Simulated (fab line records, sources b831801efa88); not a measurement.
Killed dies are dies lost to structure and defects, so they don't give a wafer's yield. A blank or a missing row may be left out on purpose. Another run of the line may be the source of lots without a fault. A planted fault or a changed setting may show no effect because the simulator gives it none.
fab line records -- flow gf180mcu
record lots=24, wafers=72, last_day=34
route steps=602 shown STI@16 V1@350 M2@377 V2@403 V3@434
lots that met no fault: from a run of the same line without faults
start_h: hours from the record's opening day to when the first of the lot's shown wafers began -- wait_h: how many hours have passed since the lot's step before this one -- " identical to the entry in the row above -- L1.1+2: several wafers, shown together as one row -- - no value present, or no start provided -- * or withheld: withheld -- < > ~ a bound
route shown NAME@n: NAME is a module with steps in the file, n the number in the route of the first one -- usual: mean/standard deviation of fault-free wafers -- same: alike in all rows -- chamber/n: place in a boat -- sites: each site's reading -- _std_site: standard deviation of those values -- _edge_site: the outer-site mean with the inner-site mean subtracted -- radius_mm: for every site, how far away it sits from the centre of the wafer -- mask NAME#n: copy n -- behind: the most recent tool/chamber to have shaped the wafer -- hold: cause of the lot's hold/its duration in hours/its outcome -- device: the n, p or np transistor that did not switch -- end of line: at the end of the route, the tests of the same wafers -- for a step that has no rows: nothing shown but its recipe -- killed: count of dies lost to structure and defects at first sort (not the wafer's yield) -- map: a wafer's dies, marking killed ones x, the rest . and places with no die _
set.NAME: the run value of the setting; set.NAME@STEP: its run value at that earlier step -- model.NAME: the simulator's own value behind a step, which no gauge read
a sample of lots followed through the steps of the route, with each step as a table and each wafer as a row
services: a tool's chamber out of use, with start hour (start_h, from the record's first day; less than 0 if before it), hours out, and reason
## steps
# step GF_STI_STRIP_15
# recipe chemistry=O2/N2, power_w=1400, pressure_mtorr=1500, platen_temp_c=250, o2_flow_sccm=3000, n2_flow_sccm=300, overash_fraction=0.5
# usual drypump_motor_current_A=5.5/0.66, heater_power_w=333/36, oes_product_au=0.384/0.0047, strip_time_to_endpoint_s=3.73/0.038
lot.wafer,tool,chamber,start_h,wait_h,drypump_motor_current_A,heater_power_w,oes_product_au,rf_hours_counter_h,strip_time_to_endpoint_s
L074.3,plasma_asher-01,1,25.90,0.1,5.3,379,0.379,-,3.80
L074.4,plasma_asher-01,0,25.90,0.1,5.3,324,0.388,-,3.73
L074.5,plasma_asher-01,0,25.90,0.1,5.3,327,0.390,-,3.76
L075.4,plasma_asher-02,0,33.27,0.1,5.0,326,0.375,-,3.66
L075.5,plasma_asher-02,0,33.27,0.1,5.0,317,0.387,-,3.78
L075.6,plasma_asher-02,1,33.27,0.1,6.8,289,0.378,-,3.68
L076.1,plasma_asher-01,1,38.45,0.0,5.3,388,0.388,41,3.74
L076.2,plasma_asher-01,0,38.45,0.0,5.3,325,0.385,41,3.75
L076.4,plasma_asher-01,0,38.45,0.0,5.4,332,0.388,-,3.71
L077.3,plasma_asher-02,1,41.74,0.1,6.8,298,0.383,-,3.78
L077.4,plasma_asher-02,0,41.74,0.1,4.9,323,0.386,-,3.78
L077.5,plasma_asher-02,1,41.74,0.1,6.8,290,0.382,-,3.78
L078.3,plasma_asher-02,1,46.82,0.1,6.8,280,0.391,-,3.76
L078.4,plasma_asher-02,0,46.82,0.1,5.0,312,0.391,-,3.74
L078.6,plasma_asher-02,0,46.82,0.1,4.9,321,0.387,-,3.77
L079.1,plasma_asher-01,1,50.91,0.0,5.3,387,0.383,42,3.67
L079.4,plasma_asher-01,1,50.91,0.0,5.3,374,0.383,-,3.72
L079.5,plasma_asher-01,1,50.91,0.0,5.3,385,0.375,-,3.67
L080.1,plasma_asher-03,0,57.23,0.0,5.2,333,0.382,39,3.72
L080.2,plasma_asher-03,1,57.23,0.0,5.2,374,0.382,39,3.78
L080.3,plasma_asher-03,0,57.23,0.0,5.2,329,0.377,-,3.73
L081.2,plasma_asher-01,1,61.76,0.0,5.3,390,0.378,43,3.71
L081.4,plasma_asher-01,0,61.76,0.0,5.3,322,0.386,-,3.72
L081.5,plasma_asher-01,0,61.76,0.0,5.3,325,0.383,-,3.72
L082.1,plasma_asher-01,1,67.20,0.0,5.3,384,0.392,44,3.81
L082.2,plasma_asher-01,0,67.20,0.0,5.3,331,0.385,44,3.79
L082.5,plasma_asher-01,0,67.20,0.0,5.3,329,0.381,-,3.76
L083.1,plasma_asher-01,1,72.18,0.0,5.3,387,0.382,44,3.75
L083.2,plasma_asher-01,0,72.18,0.0,5.3,334,0.376,44,3.70
L083.3,plasma_asher-01,1,72.18,0.0,5.3,391,0.380,-,3.68
L084.4,plasma_asher-02,1,77.52,0.1,6.8,288,0.392,-,3.72
L084.5,plasma_asher-02,0,77.52,0.1,4.9,324,0.391,-,3.75
L084.6,plasma_asher-02,1,77.52,0.1,6.8,286,0.383,-,3.68
L085.2,plasma_asher-02,0,82.10,0.0,4.9,323,0.381,41,3.72
L085.4,plasma_asher-02,0,82.10,0.0,4.9,315,0.390,-,3.73
L085.6,plasma_asher-02,0,82.10,0.0,4.9,311,0.392,-,3.76
L086.2,plasma_asher-03,0,88.13,0.0,5.2,334,0.381,42,3.71
L086.3,plasma_asher-03,1,88.13,0.0,5.2,377,0.386,-,3.67
L086.4,plasma_asher-03,0,88.13,0.0,5.2,329,0.375,-,3.70
L087.4,plasma_asher-02,0,92.24,0.1,4.9,314,0.380,-,3.69
L087.5,plasma_asher-02,1,92.24,0.1,6.8,293,0.390,-,3.72
L087.6,plasma_asher-02,0,92.24,0.1,4.9,321,0.383,-,3.74
L088.1,plasma_asher-03,1,101.23,0.0,5.2,372,0.378,44,3.78
L088.4,plasma_asher-03,0,101.23,0.0,5.2,329,0.379,-,3.72
L088.6,plasma_asher-03,1,101.23,0.0,5.2,379,0.386,-,3.73
L089.3,plasma_asher-02,0,105.89,0.1,4.9,317,0.387,-,3.71
L089.4,plasma_asher-02,1,105.89,0.1,6.7,296,0.390,-,3.72
L089.5,plasma_asher-02,1,105.89,0.1,6.8,290,0.394,-,3.75
L090.4,plasma_asher-01,1,110.08,0.1,5.3,382,0.378,-,3.69
L090.5,plasma_asher-01,1,110.08,0.1,5.3,391,0.376,-,3.65
L090.6,plasma_asher-01,0,110.08,0.1,5.3,332,0.383,-,3.67
L091.4,plasma_asher-01,0,113.16,0.0,5.3,333,0.387,-,3.73
L091.5,plasma_asher-01,1,113.16,0.0,5.3,379,0.381,-,3.73
L091.6,plasma_asher-01,0,113.16,0.0,5.3,323,0.387,-,3.72
L092.2,plasma_asher-03,0,117.45,0.0,5.2,326,0.380,46,3.76
L092.5,plasma_asher-03,1,117.45,0.0,5.2,372,0.391,-,3.74
L092.6,plasma_asher-03,0,117.45,0.0,5.2,328,0.381,-,3.70
L093.1,plasma_asher-01,0,123.55,0.0,5.3,332,0.376,50,3.80
L093.3,plasma_asher-01,1,123.55,0.0,5.3,389,0.384,-,3.73
L093.6,plasma_asher-01,0,123.55,0.0,5.4,328,0.375,-,3.75
L094.2,plasma_asher-01,1,127.93,0.0,5.3,399,0.375,51,3.68
L094.3,plasma_asher-01,1,127.93,0.0,5.3,391,0.384,-,3.70
L094.6,plasma_asher-01,1,127.93,0.0,5.3,385,0.384,-,3.71
L095.2,plasma_asher-02,1,134.75,0.0,6.8,277,0.385,2,3.70
L095.4,plasma_asher-02,0,134.75,0.0,4.9,309,0.387,-,3.75
L095.5,plasma_asher-02,0,134.75,0.0,4.9,313,0.388,-,3.75
L096.3,plasma_asher-02,0,139.71,0.1,4.9,310,0.379,-,3.77
L096.4,plasma_asher-02,1,139.71,0.1,6.8,277,0.379,-,3.75
L096.6,plasma_asher-02,0,139.71,0.1,4.9,312,0.382,-,3.78
L097.4,plasma_asher-02,1,144.23,0.0,6.8,275,0.391,-,3.70
L097.5,plasma_asher-02,0,144.23,0.0,4.9,308,0.384,-,3.74
L097.6,plasma_asher-02,1,144.23,0.0,6.8,284,0.380,-,3.76
# step GF_V1_OVL_MEAS_15
# usual V1_OVL=-1/5.8
lot.wafer,tool,chamber,start_h,wait_h,V1_OVL[nm]
L074.3,overlay-01,-,416.37,0.1,2
L074.4,overlay-01,-,416.37,0.1,7
L074.5,overlay-01,-,416.37,0.1,-1
L075.4,overlay-02,-,420.29,0.1,-4
L075.5,overlay-02,-,420.29,0.1,-11
L075.6,overlay-02,-,420.29,0.1,-4
L076.1,overlay-01,-,431.75,0.1,3
L076.2,overlay-01,-,431.75,0.1,4
L076.4,overlay-01,-,431.75,0.1,6
L077.3,overlay-02,-,439.51,0.1,9
L077.4,overlay-02,-,439.51,0.1,3
L077.5,overlay-02,-,439.51,0.1,9
L078.3,overlay-02,-,449.06,0.1,-12
L078.4,overlay-02,-,449.06,0.1,-17
L078.6,overlay-02,-,449.06,0.1,-11
L079.1,overlay-01,-,452.92,0.1,1
L079.4,overlay-01,-,452.92,0.1,-5
L079.5,overlay-01,-,452.92,0.1,-1
L080.1,overlay-02,-,467.65,0.1,1
L080.2,overlay-02,-,467.65,0.1,3
L080.3,overlay-02,-,467.65,0.1,8
L081.2,overlay-02,-,477.11,0.1,4
L081.4,overlay-02,-,477.11,0.1,-2
L081.5,overlay-02,-,477.11,0.1,9
L082.1,overlay-02,-,488.00,0.1,-10
L082.2,overlay-02,-,488.00,0.1,-9
L082.5,overlay-02,-,488.00,0.1,-6
L083.1,overlay-01,-,491.80,0.1,2
L083.2,overlay-01,-,491.80,0.1,-1
L083.3,overlay-01,-,491.80,0.1,1
L084.4,overlay-02,-,511.19,0.1,2
L084.5,overlay-02,-,511.19,0.1,2
L084.6,overlay-02,-,511.19,0.1,3
L085.2,overlay-01,-,515.93,0.1,-1
L085.4,overlay-01,-,515.93,0.1,2
L085.6,overlay-01,-,515.93,0.1,-4
L086.2,overlay-02,-,526.28,0.1,-3
L086.3,overlay-02,-,526.28,0.1,7
L086.4,overlay-02,-,526.28,0.1,-6
L087.4,overlay-01,-,532.87,0.1,-4
L087.5,overlay-01,-,532.87,0.1,7
L087.6,overlay-01,-,532.87,0.1,6
L088.1,overlay-02,-,545.55,0.1,-6
L088.4,overlay-02,-,545.55,0.1,-10
L088.6,overlay-02,-,545.55,0.1,-6
L089.3,overlay-01,-,552.22,0.1,-6
L089.4,overlay-01,-,552.22,0.1,-2
L089.5,overlay-01,-,552.22,0.1,-9
L090.4,overlay-01,-,558.27,0.1,-8
L090.5,overlay-01,-,558.27,0.1,-7
L090.6,overlay-01,-,558.27,0.1,-10
L091.4,overlay-02,-,561.17,0.1,-1
L091.5,overlay-02,-,561.17,0.1,-2
L091.6,overlay-02,-,561.17,0.1,1
L092.2,overlay-02,-,569.63,0.1,5
L092.5,overlay-02,-,569.63,0.1,-2
L092.6,overlay-02,-,569.63,0.1,8
L093.1,overlay-02,-,574.37,0.1,-4
L093.3,overlay-02,-,574.37,0.1,-3
L093.6,overlay-02,-,574.37,0.1,-5
L094.2,overlay-01,-,581.38,0.1,-3
L094.3,overlay-01,-,581.38,0.1,1
L094.6,overlay-01,-,581.38,0.1,1
L095.2,overlay-02,-,589.83,0.1,-2
L095.4,overlay-02,-,589.83,0.1,-2
L095.5,overlay-02,-,589.83,0.1,-2
L096.3,overlay-02,-,595.78,0.1,6
L096.4,overlay-02,-,595.78,0.1,2
L096.6,overlay-02,-,595.78,0.1,-3
L097.4,overlay-01,-,605.57,0.1,-8
L097.5,overlay-01,-,605.57,0.1,5
L097.6,overlay-01,-,605.57,0.1,-3
# step GF_V1_CVD_23
# recipe material=W, target_thk_nm=350, time_s=105.05, temp_c=400, pressure_torr=40
# usual heater_power_w=866/110
lot.wafer,tool,chamber,start_h,wait_h,heater_power_w
L074.3,cvd_w-01,1,417.19,0.1,977
L074.4,cvd_w-01,0,417.19,0.1,744
L074.5,cvd_w-01,1,417.19,0.1,990
L075.4,cvd_w-02,1,421.11,0.1,770
L075.5,cvd_w-02,1,421.11,0.1,756
L075.6,cvd_w-02,0,421.11,0.1,886
L076.1,cvd_w-01,1,432.68,0.0,994
L076.2,cvd_w-01,0,432.68,0.0,739
L076.4,cvd_w-01,1,432.68,0.0,1006
L077.3,cvd_w-01,0,440.43,0.1,739
L077.4,cvd_w-01,1,440.43,0.1,997
L077.5,cvd_w-01,1,440.43,0.1,1033
L078.3,cvd_w-02,1,449.92,0.1,799
L078.4,cvd_w-02,0,449.92,0.1,899
L078.6,cvd_w-02,1,449.92,0.1,804
L079.1,cvd_w-01,1,453.79,0.0,1019
L079.4,cvd_w-01,0,453.79,0.0,734
L079.5,cvd_w-01,1,453.79,0.0,1003
L080.1,cvd_w-01,0,468.49,0.0,738
L080.2,cvd_w-01,1,468.49,0.0,1030
L080.3,cvd_w-01,1,468.49,0.0,1045
L081.2,cvd_w-01,1,477.91,0.0,1047
L081.4,cvd_w-01,1,477.91,0.0,1013
L081.5,cvd_w-01,1,477.91,0.0,986
L082.1,cvd_w-02,0,488.80,0.0,900
L082.2,cvd_w-02,1,488.80,0.0,791
L082.5,cvd_w-02,1,488.80,0.0,805
L083.1,cvd_w-02,1,492.64,0.0,799
L083.2,cvd_w-02,0,492.64,0.0,892
L083.3,cvd_w-02,0,492.64,0.0,881
L084.4,cvd_w-02,1,512.01,0.1,785
L084.5,cvd_w-02,1,512.01,0.1,800
L084.6,cvd_w-02,0,512.01,0.1,896
L085.2,cvd_w-01,0,516.72,0.0,758
L085.4,cvd_w-01,1,516.72,0.0,1036
L085.6,cvd_w-01,1,516.72,0.0,1022
L086.2,cvd_w-02,1,527.07,0.0,805
L086.3,cvd_w-02,1,527.07,0.0,791
L086.4,cvd_w-02,0,527.07,0.0,886
L087.4,cvd_w-02,1,533.69,0.1,793
L087.5,cvd_w-02,0,533.69,0.1,903
L087.6,cvd_w-02,1,533.69,0.1,784
L088.1,cvd_w-02,0,546.35,0.0,866
L088.4,cvd_w-02,0,546.35,0.0,890
L088.6,cvd_w-02,0,546.35,0.0,910
L089.3,cvd_w-01,0,553.39,0.1,736
L089.4,cvd_w-01,1,553.39,0.1,1031
L089.5,cvd_w-01,1,553.39,0.1,1031
L090.4,cvd_w-01,0,559.11,0.1,755
L090.5,cvd_w-01,0,559.11,0.1,751
L090.6,cvd_w-01,1,559.11,0.1,1026
L091.4,cvd_w-01,0,562.00,0.1,721
L091.5,cvd_w-01,1,562.00,0.1,1026
L091.6,cvd_w-01,0,562.00,0.1,737
L092.2,cvd_w-01,0,570.48,0.0,754
L092.5,cvd_w-01,1,570.48,0.0,1027
L092.6,cvd_w-01,0,570.48,0.0,743
L093.1,cvd_w-02,0,575.24,0.0,882
L093.3,cvd_w-02,0,575.24,0.0,878
L093.6,cvd_w-02,0,575.24,0.0,884
L094.2,cvd_w-02,1,582.20,0.0,804
L094.3,cvd_w-02,1,582.20,0.0,809
L094.6,cvd_w-02,0,582.20,0.0,916
L095.2,cvd_w-01,0,590.62,0.0,736
L095.4,cvd_w-01,1,590.62,0.0,1039
L095.5,cvd_w-01,0,590.62,0.0,745
L096.3,cvd_w-01,0,596.61,0.1,759
L096.4,cvd_w-01,1,596.61,0.1,1067
L096.6,cvd_w-01,1,596.61,0.1,1055
L097.4,cvd_w-02,1,606.39,0.1,779
L097.5,cvd_w-02,1,606.39,0.1,809
L097.6,cvd_w-02,0,606.39,0.1,893
# step GF_M2_OVL_MEAS_15
# usual M2_OVL=0/5.7
lot.wafer,tool,chamber,start_h,wait_h,M2_OVL[nm]
L074.3,overlay-01,-,441.65,0.1,2
L074.4,overlay-01,-,441.65,0.1,4
L074.5,overlay-01,-,441.65,0.1,10
L075.4,overlay-01,-,446.47,0.1,3
L075.5,overlay-01,-,446.47,0.1,9
L075.6,overlay-01,-,446.47,0.1,3
L076.1,overlay-02,-,457.65,0.1,3
L076.2,overlay-02,-,457.65,0.1,4
L076.4,overlay-02,-,457.65,0.1,6
L077.3,overlay-02,-,466.18,0.1,-1
L077.4,overlay-02,-,466.18,0.1,3
L077.5,overlay-02,-,466.18,0.1,-4
L078.3,overlay-02,-,474.43,0.1,5
L078.4,overlay-02,-,474.43,0.1,13
L078.6,overlay-02,-,474.43,0.1,9
L079.1,overlay-02,-,478.70,0.1,4
L079.4,overlay-02,-,478.70,0.1,0
L079.5,overlay-02,-,478.70,0.1,8
L080.1,overlay-01,-,494.19,0.1,-11
L080.2,overlay-01,-,494.19,0.1,-4
L080.3,overlay-01,-,494.19,0.1,-9
L081.2,overlay-01,-,502.45,0.1,5
L081.4,overlay-01,-,502.45,0.1,8
L081.5,overlay-01,-,502.45,0.1,9
L082.1,overlay-01,-,513.50,0.1,0
L082.2,overlay-01,-,513.50,0.1,7
L082.5,overlay-01,-,513.50,0.1,-7
L083.1,overlay-01,-,516.87,0.1,-4
L083.2,overlay-01,-,516.87,0.1,-4
L083.3,overlay-01,-,516.87,0.1,0
L084.4,overlay-02,-,536.02,0.1,-7
L084.5,overlay-02,-,536.02,0.1,-11
L084.6,overlay-02,-,536.02,0.1,-1
L085.2,overlay-02,-,540.81,0.1,3
L085.4,overlay-02,-,540.81,0.1,8
L085.6,overlay-02,-,540.81,0.1,1
L086.2,overlay-02,-,550.40,0.1,2
L086.3,overlay-02,-,550.40,0.1,3
L086.4,overlay-02,-,550.40,0.1,0
L087.4,overlay-02,-,556.74,0.1,5
L087.5,overlay-02,-,556.74,0.1,1
L087.6,overlay-02,-,556.74,0.1,6
L088.1,overlay-02,-,568.92,0.1,0
L088.4,overlay-02,-,568.92,0.1,-2
L088.6,overlay-02,-,568.92,0.1,3
L089.3,overlay-02,-,577.03,0.1,-6
L089.4,overlay-02,-,577.03,0.1,-6
L089.5,overlay-02,-,577.03,0.1,-10
L090.4,overlay-01,-,581.74,0.1,-10
L090.5,overlay-01,-,581.74,0.1,-10
L090.6,overlay-01,-,581.74,0.1,-11
L091.4,overlay-01,-,583.99,0.1,2
L091.5,overlay-01,-,583.99,0.1,-1
L091.6,overlay-01,-,583.99,0.1,6
L092.2,overlay-02,-,592.58,0.1,-6
L092.5,overlay-02,-,592.58,0.1,-7
L092.6,overlay-02,-,592.58,0.1,-6
L093.1,overlay-02,-,597.49,0.1,2
L093.3,overlay-02,-,597.49,0.1,4
L093.6,overlay-02,-,597.49,0.1,2
L094.2,overlay-01,-,603.41,0.1,11
L094.3,overlay-01,-,603.41,0.1,10
L094.6,overlay-01,-,603.41,0.1,8
L095.2,overlay-02,-,612.66,0.1,-2
L095.4,overlay-02,-,612.66,0.1,-5
L095.5,overlay-02,-,612.66,0.1,4
L096.3,overlay-02,-,618.13,0.1,-5
L096.4,overlay-02,-,618.13,0.1,-9
L096.6,overlay-02,-,618.13,0.1,-8
L097.4,overlay-02,-,627.64,0.1,12
L097.5,overlay-02,-,627.64,0.1,1
L097.6,overlay-02,-,627.64,0.1,9
# step GF_V2_SPUTTER_21
# recipe material=Ti, target_thk_nm=15, chamber_pressure_pa=5, power_w=2500, substrate_temp_c=200, time_s=80.02
# usual throttle_valve_pct=29.1/0.98
lot.wafer,tool,chamber,start_h,wait_h,throttle_valve_pct
L074.3,pvd_sputter-03,-,468.04,0.0,28.8
L074.4,pvd_sputter-03,-,468.04,0.0,29.3
L074.5,pvd_sputter-03,-,468.04,0.0,28.8
L075.4,pvd_sputter-01,-,473.64,0.0,30.2
L075.5,pvd_sputter-01,-,473.64,0.0,29.9
L075.6,pvd_sputter-01,-,473.64,0.0,29.7
L076.1,pvd_sputter-03,-,484.69,0.0,30.7
L076.2,pvd_sputter-03,-,484.69,0.0,29.4
L076.4,pvd_sputter-03,-,484.69,0.0,27.1
L077.3,pvd_sputter-03,-,491.93,0.0,27.5
L077.4,pvd_sputter-03,-,491.93,0.0,30.7
L077.5,pvd_sputter-03,-,491.93,0.0,27.6
L078.3,pvd_sputter-04,-,500.29,0.0,28.3
L078.4,pvd_sputter-04,-,500.29,0.0,28.2
L078.6,pvd_sputter-04,-,500.29,0.0,28.3
L079.1,pvd_sputter-04,-,504.17,0.0,28.6
L079.4,pvd_sputter-04,-,504.17,0.0,29.0
L079.5,pvd_sputter-04,-,504.17,0.0,28.5
L080.1,pvd_sputter-01,-,521.74,0.0,30.2
L080.2,pvd_sputter-01,-,521.74,0.0,29.8
L080.3,pvd_sputter-01,-,521.74,0.0,29.9
L081.2,pvd_sputter-01,-,528.04,0.0,30.3
L081.4,pvd_sputter-01,-,528.04,0.0,29.9
L081.5,pvd_sputter-01,-,528.04,0.0,30.2
L082.1,pvd_sputter-04,-,538.95,0.0,28.2
L082.2,pvd_sputter-04,-,538.95,0.0,28.1
L082.5,pvd_sputter-04,-,538.95,0.0,28.6
L083.1,pvd_sputter-03,-,541.74,0.0,29.0
L083.2,pvd_sputter-03,-,541.74,0.0,30.8
L083.3,pvd_sputter-03,-,541.74,0.0,29.3
L084.4,pvd_sputter-03,-,560.65,0.0,28.9
L084.5,pvd_sputter-03,-,560.65,0.0,27.3
L084.6,pvd_sputter-03,-,560.65,0.0,30.6
L085.2,pvd_sputter-04,-,564.93,0.0,28.0
L085.4,pvd_sputter-04,-,564.93,0.0,29.1
L085.6,pvd_sputter-04,-,564.93,0.0,28.0
L086.2,pvd_sputter-03,-,574.49,0.0,30.6
L086.3,pvd_sputter-03,-,574.49,0.0,29.0
L086.4,pvd_sputter-03,-,574.49,0.0,27.5
L087.4,pvd_sputter-04,-,580.41,0.0,29.0
L087.5,pvd_sputter-04,-,580.41,0.0,28.3
L087.6,pvd_sputter-04,-,580.41,0.0,28.3
L088.1,pvd_sputter-01,-,592.42,0.0,29.9
L088.4,pvd_sputter-01,-,592.42,0.0,29.5
L088.6,pvd_sputter-01,-,592.42,0.0,30.0
L089.3,pvd_sputter-01,-,600.47,0.0,29.9
L089.4,pvd_sputter-01,-,600.47,0.0,29.9
L089.5,pvd_sputter-01,-,600.47,0.0,29.6
L090.4,pvd_sputter-04,-,605.26,0.0,28.5
L090.5,pvd_sputter-04,-,605.26,0.0,28.4
L090.6,pvd_sputter-04,-,605.26,0.0,27.9
L091.4,pvd_sputter-03,-,607.58,0.0,29.4
L091.5,pvd_sputter-03,-,607.58,0.0,29.3
L091.6,pvd_sputter-03,-,607.58,0.0,30.5
L092.2,pvd_sputter-04,-,616.26,0.0,28.3
L092.5,pvd_sputter-04,-,616.26,0.0,29.2
L092.6,pvd_sputter-04,-,616.26,0.0,28.0
L093.1,pvd_sputter-03,-,620.60,0.0,26.9
L093.3,pvd_sputter-03,-,620.60,0.0,29.2
L093.6,pvd_sputter-03,-,620.60,0.0,30.7
L094.2,pvd_sputter-01,-,626.04,0.0,30.3
L094.3,pvd_sputter-01,-,626.04,0.0,29.8
L094.6,pvd_sputter-01,-,626.04,0.0,29.7
L095.2,pvd_sputter-01,-,634.99,0.0,29.9
L095.4,pvd_sputter-01,-,634.99,0.0,29.6
L095.5,pvd_sputter-01,-,634.99,0.0,29.8
L096.3,pvd_sputter-04,-,640.90,0.0,27.9
L096.4,pvd_sputter-04,-,640.90,0.0,29.4
L096.6,pvd_sputter-04,-,640.90,0.0,28.5
L097.4,pvd_sputter-04,-,650.10,0.0,29.4
L097.5,pvd_sputter-04,-,650.10,0.0,28.3
L097.6,pvd_sputter-04,-,650.10,0.0,29.2
# step GF_V3_BOW_MEAS_05
# recipe mode=bow
# usual V3_BOW=117/9.7
lot.wafer,tool,chamber,start_h,wait_h,V3_BOW[um]
L074.3,film_metro-03,-,494.70,0.2,117
L074.4,film_metro-03,-,494.70,0.2,112
L074.5,film_metro-03,-,494.70,0.2,118
L075.4,film_metro-01,-,499.81,0.3,124
L075.5,film_metro-01,-,499.81,0.3,129
L075.6,film_metro-01,-,499.81,0.3,118
L076.1,film_metro-03,-,510.08,0.2,110
L076.2,film_metro-03,-,510.08,0.2,100
L076.4,film_metro-03,-,510.08,0.2,106
L077.3,film_metro-04,-,517.40,0.1,108
L077.4,film_metro-04,-,517.40,0.1,112
L077.5,film_metro-04,-,517.40,0.1,109
L078.3,film_metro-04,-,526.00,0.3,129
L078.4,film_metro-04,-,526.00,0.3,124
L078.6,film_metro-04,-,526.00,0.3,131
L079.1,film_metro-04,-,529.85,0.1,115
L079.4,film_metro-04,-,529.85,0.1,121
L079.5,film_metro-04,-,529.85,0.1,111
L080.1,film_metro-04,-,545.89,0.1,110
L080.2,film_metro-04,-,545.89,0.1,118
L080.3,film_metro-04,-,545.89,0.1,106
L081.2,film_metro-04,-,552.52,0.1,98
L081.4,film_metro-04,-,552.52,0.1,117
L081.5,film_metro-04,-,552.52,0.1,98
L082.1,film_metro-01,-,563.38,0.2,116
L082.2,film_metro-01,-,563.38,0.2,123
L082.5,film_metro-01,-,563.38,0.2,131
L083.1,film_metro-04,-,566.06,0.2,121
L083.2,film_metro-04,-,566.06,0.2,120
L083.3,film_metro-04,-,566.06,0.2,111
L084.4,film_metro-04,-,584.72,0.3,125
L084.5,film_metro-04,-,584.72,0.3,110
L084.6,film_metro-04,-,584.72,0.3,107
L085.2,film_metro-03,-,589.24,0.2,128
L085.4,film_metro-03,-,589.24,0.2,124
L085.6,film_metro-03,-,589.24,0.2,123
L086.2,film_metro-03,-,598.23,0.2,123
L086.3,film_metro-03,-,598.23,0.2,121
L086.4,film_metro-03,-,598.23,0.2,123
L087.4,film_metro-03,-,603.46,0.3,123
L087.5,film_metro-03,-,603.46,0.3,120
L087.6,film_metro-03,-,603.46,0.3,125
L088.1,film_metro-01,-,615.92,0.1,118
L088.4,film_metro-01,-,615.92,0.1,120
L088.6,film_metro-01,-,615.92,0.1,111
L089.3,film_metro-03,-,623.58,0.1,117
L089.4,film_metro-03,-,623.58,0.1,113
L089.5,film_metro-03,-,623.58,0.1,112
L090.4,film_metro-01,-,627.73,0.2,140
L090.5,film_metro-01,-,627.73,0.2,131
L090.6,film_metro-01,-,627.73,0.2,133
L091.4,film_metro-03,-,630.82,0.2,117
L091.5,film_metro-03,-,630.82,0.2,116
L091.6,film_metro-03,-,630.82,0.2,106
L092.2,film_metro-01,-,638.49,0.3,120
L092.5,film_metro-01,-,638.49,0.3,119
L092.6,film_metro-01,-,638.49,0.3,123
L093.1,film_metro-01,-,643.06,0.1,90
L093.3,film_metro-01,-,643.06,0.1,105
L093.6,film_metro-01,-,643.06,0.1,109
L094.2,film_metro-04,-,648.59,0.2,110
L094.3,film_metro-04,-,648.59,0.2,109
L094.6,film_metro-04,-,648.59,0.2,104
L095.2,film_metro-04,-,656.80,0.2,113
L095.4,film_metro-04,-,656.80,0.2,117
L095.5,film_metro-04,-,656.80,0.2,94
L096.3,film_metro-04,-,662.29,0.1,118
L096.4,film_metro-04,-,662.29,0.1,118
L096.6,film_metro-04,-,662.29,0.1,112
L097.4,film_metro-04,-,672.20,0.3,115
L097.5,film_metro-04,-,672.20,0.3,113
L097.6,film_metro-04,-,672.20,0.3,111
## services
tool,chamber,start_h,hours,kind
cvd_w-02,-,48.27,2.2,repair
plasma_asher-02,-,85.59,0.7,repair
plasma_asher-01,-,89.84,1.8,repair
cvd_w-01,1,97.01,25.2,repair
plasma_asher-02,-,108.75,9.0,pm
cvd_w-01,-,135.81,0.2,repair
cvd_w-02,-,170.96,0.5,repair
cvd_w-02,-,172.55,1.5,repair
plasma_asher-02,-,197.97,0.4,repair
cvd_w-02,1,257.09,19.2,repair
plasma_asher-02,-,270.70,0.4,repair
cvd_w-01,-,272.15,6.0,pm
plasma_asher-01,-,328.64,2.8,pm
plasma_asher-01,-,352.31,25.2,repair
plasma_asher-02,-,359.90,2.8,pm
plasma_asher-02,-,388.31,1.5,repair
cvd_w-02,-,390.00,14.0,pm
plasma_asher-01,-,421.27,9.0,pm
cvd_w-02,0,437.05,3.4,repair
cvd_w-02,-,449.99,15.6,pm
plasma_asher-02,-,478.00,2.2,repair
cvd_w-01,-,553.53,2.8,pm
cvd_w-02,1,620.77,9.6,repair
cvd_w-02,-,649.55,6.0,pm
## key
fault none
